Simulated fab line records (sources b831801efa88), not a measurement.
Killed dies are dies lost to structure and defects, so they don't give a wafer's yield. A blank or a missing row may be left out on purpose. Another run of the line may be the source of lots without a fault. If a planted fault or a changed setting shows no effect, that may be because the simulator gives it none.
Problem report, 8D (eight disciplines) form, completed by code / flow gf180mcu / the parts of the form that need people (team, actions taken, sign-off) are left out

1. THE ISSUE
Across 9 wafers from 3 lots, M4_ALCU_RS at GF_M4_RS_MEAS_05 averages 0.0868 ohm/sq, while fault-free wafers read 0.0695 ohm/sq with a standard deviation of 0.00097. Relative to the usual mean, that is a shift of +18 standard deviations.
The step: measures by four-point-probe.
First observed at day 27 13:44: wafer L784.4, on film_metro-02. Wafers with a number at this step in the record: 36, from 12 lots. Rule for "out" (also "out of limits"): further than 4 standard deviations from the usual mean. All remaining wafers that have a number are taken as sound.

2. WHAT IT IS, AND WHAT IT ISN'T
question=which readings at this step | is=M4_ALCU_RS | is not=-
question=which lots | is=L784, L786, L788 | is not=L769, L770, L772, L773, L776, L777, L779, L780, L791
question=which wafers of those lots | is=all that have a number | is not=-
question=read on which gauges | is=film_metro-02, film_metro-03 | is not=film_metro-04
question=when | is=from day 27 13:44 | is not=up to then (24 sound wafers); but 3 sound wafers of L791 came after

3. SUSPECTS, AND WHAT RULES EACH OUT
Counting: a tool at a process step up to the reading stays a suspect if it ran every lot that is out and no sound lot after the first of them.
- the gauge at GF_M4_RS_MEAS_05 is ruled out. The wafers that are out were read on 2 gauges (film_metro-02, film_metro-03).
- pvd_sputter-03 at GF_M4_SPUTTER_01 (material TiN, target thk 30 nm, time 25 s): kept. It ran every lot that is out, first L784 (day 27 13:34), and no sound lot after that; its last sound lot up to then is L780 (day 26 04:22).
- pvd_sputter-03 at GF_M4_SPUTTER_02 (material AlCu, target thk 450 nm, time 23.9 s): kept. It ran every lot that is out, first L784 (day 27 13:35), and no sound lot after that; its last sound lot up to then is L780 (day 26 04:23).
Left after counting: pvd_sputter-03 at GF_M4_SPUTTER_01, pvd_sputter-03 at GF_M4_SPUTTER_02.

4. THE CAUSE (what the simulator had put in)
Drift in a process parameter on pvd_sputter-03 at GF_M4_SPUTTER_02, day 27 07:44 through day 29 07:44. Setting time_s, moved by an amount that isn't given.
Of the 2 suspects that counting leaves, this tool is one.

5. SEQUENCE OF EFFECTS, ordered by route
Each row: a reading whose mean over the struck wafers that have a number lies more than 3 standard deviations from the usual. Only readings whose record carries a usual standard deviation are examined. hours: median over the lots of the time between each lot's start at the first step of this table that gives one and its start at this step. sigmas: the change, counted in usual standard deviations.
hours=0; step=GF_M4_RS_MEAS_05; reading=M4_ALCU_RS; usual=0.0695 ohm/sq; on struck wafers=0.0868; change=+0.0173; sigmas=+18
hours=0; step=GF_M4_THK_MEAS_06; reading=M4_ALCU_THK; usual=444 nm; on struck wafers=358; change=-86; sigmas=-13

6. HOW IT WOULD HAVE BEEN CAUGHT EARLIER
6 hours passed between the start of the fault at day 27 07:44 and the first reading out of limits at a measuring or inspecting step in this record, taken at day 27 13:44.
An alarm limit of 4 standard deviations would not have fired on the tool readings at GF_M4_SPUTTER_02 for which the record gives a usual standard deviation, since none of them was out on any struck wafer.
Among the 3 lots that are out, L786, L788 began GF_M4_SPUTTER_02 on pvd_sputter-03 after day 27 13:44. A hold on the tool at that time would have spared those 2.
